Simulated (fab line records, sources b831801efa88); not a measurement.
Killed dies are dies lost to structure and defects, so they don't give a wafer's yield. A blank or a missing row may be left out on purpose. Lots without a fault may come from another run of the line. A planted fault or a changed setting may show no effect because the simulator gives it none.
fab line records | flow sky130
record lots=6 wafers=18 last_day=50
route steps=708 shown RES_XHIGH@341 SD_N@342 PAD_OPEN@708
lots that met no fault: from a run of the same line without faults
start_h: hours from the record's first day to the start of the lot's first wafer shown | wait_h: hours since the lot's step before | " the same as in the row above | L1.1+2: a row that stands for several wafers | - no value, or no start given | * or withheld: withheld | < > ~ a bound
route shown NAME@n: a module of which the file shows steps, and the number in the route of the first | usual: mean/standard deviation of fault-free wafers | same: alike in all rows | chamber/n: place in a boat | sites: the reading at each site | _std_site: their standard deviation | _edge_site: outer sites' mean less inner sites' | radius_mm: how far each site lies from the wafer's centre | mask NAME#n: copy n | behind: the tool/chamber that last shaped the wafer | hold: why the lot was held/for how many hours/how that ended | device: the transistor (n, p or np) that didn't switch | end of line: the same wafers' tests at the end of the route | a step without rows: its recipe alone | killed: dies lost to structure and defects at the first sort, not the wafer's yield | map: a wafer's dies, x killed, . not, _ none there
set.NAME: the setting as run; set.NAME@STEP: as run at that earlier step | model.NAME: the simulator's own value behind a step, which no gauge read
lots at some steps of the route; a table a step, a row a wafer
services: from which hour (start_h, from the record's first day; less than 0 if before it) a tool's chamber was out of use, for how many hours, and why
## steps
# step SKY_RES_XHIGH_TW_MEAS_09
# usual RES_XHIGH_TW=1620/29
# columns lot.wafer tool chamber start_h wait_h RES_XHIGH_TW
L937.2 film_metro-01 - 663.92 0.1 1578
L937.5 " - " " 1588
L937.6 " - " " 1584
L939.4 film_metro-02 - 680.14 0.1 1638
L939.5 " - " " 1633
L939.6 " - " " 1640
L940.2 film_metro-02 - 682.17 0.1 1643
L940.4 " - " " 1637
L940.5 " - " " 1652
L943.1 film_metro-01 - 707.21 0.1 1604
L943.4 " - " " 1608
L943.6 " - " " 1599
L950.1 film_metro-04 - 805.78 0.1 1646
L950.3 " - " " 1646
L950.5 " - " " 1651
L954.2 film_metro-01 - 807.27 0.1 1585
L954.3 " - " " 1592
L954.4 " - " " 1588
# step SKY_SD_N_DEHYDRATE_00
# recipe temp_c=200 time_s=60
# step SKY_SD_N_HMDS_01
# recipe prime_time_s=60 prime_temp_c=120
# step SKY_SD_N_COAT_02
# recipe resist=NOVOLAK spin_rpm=3000 resist_thk_nm=1140
# step SKY_SD_N_SOFTBAKE_03
# recipe temp_c=90 time_s=60 resist=NOVOLAK
# step SKY_SD_N_EXPOSE_04
# recipe mask_id=NSDM na=0.6 source_shape=conventional sigma_outer=0.6 polarization=unpolarized target_cd_nm=380 dose_mj=141
# step SKY_SD_N_PEB_05
# recipe temp_c=withheld time_s=* resist=NOVOLAK
# step SKY_SD_N_DEVELOP_06
# recipe resist=NOVOLAK developer=TMAH develop_time_s=60 dev_temp_c=23
# step SKY_SD_N_CD_MEAS_07
# recipe target_cd_nm=380
# usual cd_nm=379.9/2.6
# columns lot.wafer tool chamber start_h wait_h cd_nm
L937.2 cd_sem-01 - 692.71 0.1 376.3
L937.5 " - " " 375.7
L937.6 " - " " 378.7
L939.4 cd_sem-02 - 708.50 0.1 376.7
L939.5 " - " " 379.9
L939.6 " - " " 376.0
L940.2 cd_sem-01 - 710.35 0.1 381.2
L940.4 " - " " 380.7
L940.5 " - " " 380.3
L943.1 cd_sem-02 - 733.64 0.1 383.4
L943.4 " - " " 384.2
L943.6 " - " " 382.7
L950.1 cd_sem-01 - 832.29 0.1 378.4
L950.3 " - " " 376.5
L950.5 " - " " 379.2
L954.2 cd_sem-01 - 833.25 0.1 376.9
L954.3 " - " " 377.9
L954.4 " - " " 379.9
# step SKY_SD_N_OVL_MEAS_08
# usual SD_N_OVL=0.0/1.2
# columns lot.wafer tool chamber start_h wait_h SD_N_OVL[nm]
L937.2 overlay-01 - 692.81 0.1 -0.1
L937.5 " - " " 0.1
L937.6 " - " " -1.7
L939.4 overlay-02 - 708.58 0.1 -1.9
L939.5 " - " " -0.4
L939.6 " - " " 0.2
L940.2 overlay-02 - 710.45 0.1 0.9
L940.4 " - " " -0.6
L940.5 " - " " 0.0
L943.1 overlay-02 - 733.76 0.1 -1.9
L943.4 " - " " 0.1
L943.6 " - " " -1.4
L950.1 overlay-02 - 832.41 0.1 -0.4
L950.3 " - " " 0.4
L950.5 " - " " 0.3
L954.2 overlay-02 - 833.35 0.1 -1.8
L954.3 " - " " 0.0
L954.4 " - " " -2.1
# step SKY_SD_N_IMPLANT_09
# recipe species=As energy_kev=50 dose_cm2=4e+15 tilt_deg=0
# step SKY_SD_N_IMPLANT_10
# recipe species=P energy_kev=20 dose_cm2=1e+14 tilt_deg=0
# step SKY_SD_N_STRIP_11
# recipe chemistry=O2/N2 power_w=1400 pressure_mtorr=1500 platen_temp_c=withheld o2_flow_sccm=3000 n2_flow_sccm=300 overash_fraction=0.5
# usual chamber_pressure_mTorr=1500.1/1.3 drypump_motor_current_A=5.7/0.44 n2_flow_sccm=299.9/0.92 oes_product_au=0.527/0.0051 overash_fraction=0.5/0 strip_time_to_endpoint_s=22.55/0.045
# columns lot.wafer tool chamber start_h wait_h chamber_pressure_mTorr drypump_motor_current_A n2_flow_sccm oes_product_au overash_fraction rf_hours_counter_h strip_time_to_endpoint_s model.NOVOLAK_of_SD_N_COAT_02.thk_nm
L937.2 plasma_asher-02 0 693.14 0.1 1499.4 6.3 302.8 0.538 0.5 88 22.51 0
L937.5 " 1 " " 1501.4 5.7 299.1 0.529 0.5 - 22.54 0
L937.6 " 0 " " 1499.4 6.3 300.1 0.531 0.5 - 22.58 0
L939.4 plasma_asher-02 0 708.93 0.1 - - - - - - - 1138
L939.5 " 1 " " - - - - - - - 1140
L939.6 " 0 " " - - - - - - - 1137
L940.2 plasma_asher-02 1 710.78 0.1 - - - - - - - 1140
L940.4 " 1 " " - - - - - - - 1139
L940.5 " 0 " " - - - - - - - 1139
L943.1 plasma_asher-01 0 734.09 0.1 1501.6 5.0 300.8 0.537 0.5 63 22.55 0
L943.4 " 1 " " 1499.8 5.8 300.2 0.535 0.5 - 22.53 0
L943.6 " 1 " " 1498.8 5.8 300.6 0.525 0.5 - 22.53 0
L950.1 plasma_asher-02 0 832.74 0.1 1500.8 6.4 301.4 0.516 0.5 105 22.60 0
L950.3 " 1 " " 1498.9 5.7 299.6 0.536 0.5 - 22.57 0
L950.5 " 0 " " 1501.6 6.3 301.3 0.533 0.5 - 22.57 0
L954.2 plasma_asher-01 1 833.68 0.1 1499.1 5.8 299.2 0.523 0.5 72 22.46 0
L954.3 " 1 " " 1500.2 5.8 299.5 0.525 0.5 - 22.47 0
L954.4 " 0 " " 1499.3 5.0 299.3 0.524 0.5 - 22.48 0
# step SKY_SD_N_TW_MEAS_12
# usual SD_N_TW=3945/67
# columns lot.wafer tool chamber start_h wait_h SD_N_TW
L937.2 film_metro-02 - 693.25 0.1 3993
L937.5 " - " " 4025
L937.6 " - " " 4012
L939.4 film_metro-01 - 709.02 0.1 3888
L939.5 " - " " 3872
L939.6 " - " " 3881
L940.2 film_metro-01 - 710.89 0.1 3863
L940.4 " - " " 3857
L940.5 " - " " 3895
L943.1 film_metro-01 - 734.19 0.1 3865
L943.4 " - " " 3862
L943.6 " - " " 3866
L950.1 film_metro-02 - 832.84 0.1 4003
L950.3 " - " " 3993
L950.5 " - " " 3991
L954.2 film_metro-04 - 833.79 0.1 3977
L954.3 " - " " 4007
L954.4 " - " " 3999
# step SKY_PAD_OPEN_PROBE_99
# usual killed_at_M0_to_M3=43/7.3 killed_at_M4_up=3.0/2 killed_at_contacts=24/5.2 killed_at_front_end=15/4.4 killed_at_other=0.2/0.48 killed_dies=86/9.1 killed_on_rim=16/4 killed_open=47/7.3 killed_short=38/6.4
# same gross_dies=492 killed_at_back_side=0
# columns lot.wafer tool chamber start_h wait_h killed_at_M0_to_M3 killed_at_M4_up killed_at_contacts killed_at_front_end killed_at_other killed_dies killed_on_rim killed_open killed_short
L937.2 prober-02 - 1108.91 0.1 46 2 26 13 0 87 23 50 36
L937.5 prober-02 - 1109.06 0.2 35 2 19 13 0 69 17 43 26
L937.6 prober-02 - 1109.11 0.2 36 4 23 7 0 70 13 34 36
L939.4 prober-02 - 1117.61 0.2 48 1 25 418 0 492 96 63 32
L939.5 prober-02 - 1117.66 0.2 53 2 24 413 0 492 96 42 50
L939.6 prober-02 - 1117.71 0.2 60 4 20 408 0 492 96 60 36
L940.2 prober-01 - 1123.62 0.1 36 5 25 426 0 492 96 53 34
L940.4 prober-01 - 1123.72 0.2 35 3 31 421 2 492 96 51 36
L940.5 prober-01 - 1123.77 0.2 47 2 24 419 0 492 96 57 35
L943.1 prober-01 - 1139.27 0.1 37 1 31 15 1 85 10 50 35
L943.4 prober-01 - 1139.42 0.2 40 8 21 12 0 81 12 48 33
L943.6 prober-01 - 1139.52 0.2 51 1 28 18 1 99 16 59 39
# killed by level:class
L937.2 CONTACT:geometric_particle:open=10 VIA1:geometric_particle:open=8 LI_CONTACT:geometric_particle:open=7 VIA2:geometric_particle:open=7 FIELD_ISO:geometric_particle:open=6 VIA1:geometric_particle:short=6 VIA3:geometric_particle:open=6 CONTACT:geometric_particle:short=5
L937.5 VIA2:geometric_particle:open=10 LI_CONTACT:geometric_particle:open=7 CONTACT:geometric_particle:open=6 METAL2:geometric_particle:short=5 VIA3:geometric_particle:open=5 FIELD_ISO:geometric_particle:open=4 FIELD_ISO:geometric_particle:short=4 METAL1:geometric_particle:short=4
L937.6 VIA1:geometric_particle:open=8 CONTACT:geometric_particle:open=7 CONTACT:geometric_particle:short=7 VIA2:geometric_particle:open=6 LOCAL_INTERCONNECT:geometric_particle:short=4 VIA2:geometric_particle:short=4 FIELD_ISO:geometric_particle:open=3 LI_CONTACT:geometric_particle:open=3
L939.4 SD_N:area_rta=396 VIA1:geometric_particle:open=11 LI_CONTACT:geometric_particle:open=10 CONTACT:geometric_particle:open=9 METAL1:geometric_particle:short=8 POLY_GATE:geometric_particle:open=6 FIELD_ISO:geometric_particle:open=5 VIA3:geometric_particle:open=5
L939.5 SD_N:area_rta=400 METAL1:geometric_particle:short=18 CONTACT:geometric_particle:open=10 LI_CONTACT:geometric_particle:open=8 VIA1:geometric_particle:short=5 VIA1:geometric_particle:open=5 VIA3:geometric_particle:open=5 POLY_GATE:geometric_particle:short=4
L939.6 SD_N:area_rta=396 VIA1:geometric_particle:open=14 VIA2:geometric_particle:open=11 CONTACT:geometric_particle:open=9 LI_CONTACT:geometric_particle:open=7 VIA3:geometric_particle:open=7 METAL2:geometric_particle:short=6 METAL1:geometric_particle:short=6
L940.2 SD_N:area_rta=404 CONTACT:geometric_particle:open=9 VIA1:geometric_particle:open=9 FIELD_ISO:geometric_particle:open=8 LI_CONTACT:geometric_particle:open=7 VIA3:geometric_particle:open=6 FIELD_ISO:geometric_particle:short=5 METAL4:geometric_particle:short=5
L940.4 SD_N:area_rta=404 CONTACT:geometric_particle:open=14 VIA1:geometric_particle:open=8 CONTACT:geometric_particle:short=6 VIA3:geometric_particle:open=6 METAL2:geometric_particle:short=5 LI_CONTACT:geometric_particle:open=5 VIA1:geometric_particle:short=5
L940.5 SD_N:area_rta=400 VIA1:geometric_particle:open=13 CONTACT:geometric_particle:open=12 VIA3:geometric_particle:open=9 FIELD_ISO:geometric_particle:open=7 VIA2:geometric_particle:open=7 LOCAL_INTERCONNECT:geometric_particle:short=5 METAL2:geometric_particle:short=5
L943.1 CONTACT:geometric_particle:open=11 VIA1:geometric_particle:open=9 LOCAL_INTERCONNECT:geometric_particle:short=7 METAL1:geometric_particle:short=6 FIELD_ISO:geometric_particle:open=5 LI_CONTACT:geometric_particle:open=5 CONTACT:geometric_particle:short=5 VIA2:geometric_particle:open=5
L943.4 VIA1:geometric_particle:open=13 LI_CONTACT:geometric_particle:open=10 VIA2:geometric_particle:open=7 METAL4:geometric_particle:short=7 METAL2:geometric_particle:short=7 VIA3:geometric_particle:open=6 CONTACT:geometric_particle:open=5 FIELD_ISO:geometric_particle:open=3
L943.6 VIA1:geometric_particle:open=16 CONTACT:geometric_particle:open=10 VIA3:geometric_particle:open=10 LI_CONTACT:geometric_particle:open=7 LOCAL_INTERCONNECT:geometric_particle:short=6 FIELD_ISO:geometric_particle:open=5 VIA1:geometric_particle:short=5 VIA2:geometric_particle:open=5
# map L939.4 (x killed, . not)
__________xxxxxxxxxx_________
________xxxxxxxxxxxxxx_______
______xxxxxxxxxxxxxxxxxx_____
_____xxxxxxxxxxxxxxxxxxxx____
____xxxxxxxxxxxxxxxxxxxxxx___
___xxxxxxxxxxxxxxxxxxxxxxxx__
__xxxxxxxxxxxxxxxxxxxxxxxxxx_
_xxxxxxxxxxxxxxxxxxxxxxxxxxxx
_xxxxxxxxxxxxxxxxxxxxxxxxxxxx
_xxxxxxxxxxxxxxxxxxxxxxxxxxxx
_xxxxxxxxxxxxxxxxxxxxxxxxxxxx
_xxxxxxxxxxxxxxxxxxxxxxxxxxxx
_xxxxxxxxxxxxxxxxxxxxxxxxxxxx
_xxxxxxxxxxxxxxxxxxxxxxxxxxxx
_xxxxxxxxxxxxxxxxxxxxxxxxxxxx
__xxxxxxxxxxxxxxxxxxxxxxxxxx_
___xxxxxxxxxxxxxxxxxxxxxxxx__
____xxxxxxxxxxxxxxxxxxxxxx___
_____xxxxxxxxxxxxxxxxxxxx____
______xxxxxxxxxxxxxxxxxx_____
________xxxxxxxxxxxxxx_______
__________xxxxxxxxxx_________
# map L940.2 (x killed, . not)
__________xxxxxxxxxx_________
________xxxxxxxxxxxxxx_______
______xxxxxxxxxxxxxxxxxx_____
_____xxxxxxxxxxxxxxxxxxxx____
____xxxxxxxxxxxxxxxxxxxxxx___
___xxxxxxxxxxxxxxxxxxxxxxxx__
__xxxxxxxxxxxxxxxxxxxxxxxxxx_
_xxxxxxxxxxxxxxxxxxxxxxxxxxxx
_xxxxxxxxxxxxxxxxxxxxxxxxxxxx
_xxxxxxxxxxxxxxxxxxxxxxxxxxxx
_xxxxxxxxxxxxxxxxxxxxxxxxxxxx
_xxxxxxxxxxxxxxxxxxxxxxxxxxxx
_xxxxxxxxxxxxxxxxxxxxxxxxxxxx
_xxxxxxxxxxxxxxxxxxxxxxxxxxxx
_xxxxxxxxxxxxxxxxxxxxxxxxxxxx
__xxxxxxxxxxxxxxxxxxxxxxxxxx_
___xxxxxxxxxxxxxxxxxxxxxxxx__
____xxxxxxxxxxxxxxxxxxxxxx___
_____xxxxxxxxxxxxxxxxxxxx____
______xxxxxxxxxxxxxxxxxx_____
________xxxxxxxxxxxxxx_______
__________xxxxxxxxxx_________
## services
# columns tool chamber start_h hours kind
plasma_asher-02 - 671.01 5.6 repair
plasma_asher-01 - 735.04 12.5 repair
## key
first_sign step=SKY_SD_N_STRIP_11 reading=tool_record direction=missing
effect step=SKY_PAD_OPEN_PROBE_99 reading=killed_at_front_end direction=up sigmas=91 usual=15 struck=418
model_effect step=SKY_SD_N_STRIP_11 value=NOVOLAK_of_SD_N_COAT_02.thk_nm without=0 struck=1139
more_kills_born_at SKY_SD_N_RTA_14@rtp_anneal-02=1208 SKY_SD_N_RTA_14@rtp_anneal-01=1192
met_at SKY_SD_N_STRIP_11
struck_wafers L939.4,L939.5,L939.6,L940.2,L940.4,L940.5
tester_left_out L939,L940
onset_between 693.14 708.93
fault kind=skipped_step_whole tool=plasma_asher-02 chamber=- onset_h=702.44 steps=SKY_SD_N_STRIP_11 scope=struck_lots_only
# tester_left_out: of these lots the tester's yield and bins aren't shown, on N5 and GAA mostly nor the transistor test; their killed dies are dies lost to structure and defects alone, not to doping, threshold or leakage, so they don't give the yield
